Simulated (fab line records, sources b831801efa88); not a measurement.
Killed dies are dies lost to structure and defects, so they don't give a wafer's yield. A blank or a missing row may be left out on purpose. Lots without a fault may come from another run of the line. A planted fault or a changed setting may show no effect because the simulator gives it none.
Which tool did it? | flow sky130 | 11 lots, 33 wafers sampled, at 1 step of a route of 708

WHAT THE GAUGES READ, wafer by wafer
SKY_GATE_OXIDE_THK_MEAS_02.
lot  | measured     | on            | GATE_OXIDE_OXIDATION_00_THK (nm)
L852 | day 12 22:34 | film_metro-01 | 10.74 10.65 10.74
L854 | day 13 09:57 | film_metro-01 | 10.98 10.87 10.93
L855 | day 13 20:26 | film_metro-02 | 11.03 10.93 11.06
L860 | day 15 06:20 | film_metro-01 | 10.56 10.87 10.64
L869 | day 18 16:52 | film_metro-01 | 11.03 10.92 11.04
L870 | day 18 23:26 | film_metro-02 | 10.34 10.63 10.58
L871 | day 19 23:08 | film_metro-02 | 10.85 10.85 10.80
L872 | day 19 23:09 | film_metro-01 | 10.76 10.82 10.84
L873 | day 20 00:28 | film_metro-02 | 10.88 11.08 10.95
L874 | day 20 05:06 | film_metro-02 | 10.87 10.77 10.72
L875 | day 21 00:56 | film_metro-02 | 10.37 10.60 10.54

WHICH TOOL RAN EACH LOT (tool, then ch and the chambers of the sampled wafers, then the start)
The record holds no process step before these readings.

THE ANSWER, worked out from the rows above alone
Rule: what is usual is taken from the lots themselves. Put in order of their means at a reading, lots are off if they are a third of the lots or fewer, leave a main group of 4 or more, and stand apart from it by a gap of 3 or more times the standard deviation of the main group's means; of several such gaps the widest counts. A main group whose means are all the same, to the digits that the tables above print for the reading, isn't used. A lot without any number at a reading at which 4 lots or more have one is off too. The other lots that the step has rows for count as sound.
No lot is off at any reading shown: from this, nothing can be told.

WHAT THE SIMULATOR HAD PUT IN
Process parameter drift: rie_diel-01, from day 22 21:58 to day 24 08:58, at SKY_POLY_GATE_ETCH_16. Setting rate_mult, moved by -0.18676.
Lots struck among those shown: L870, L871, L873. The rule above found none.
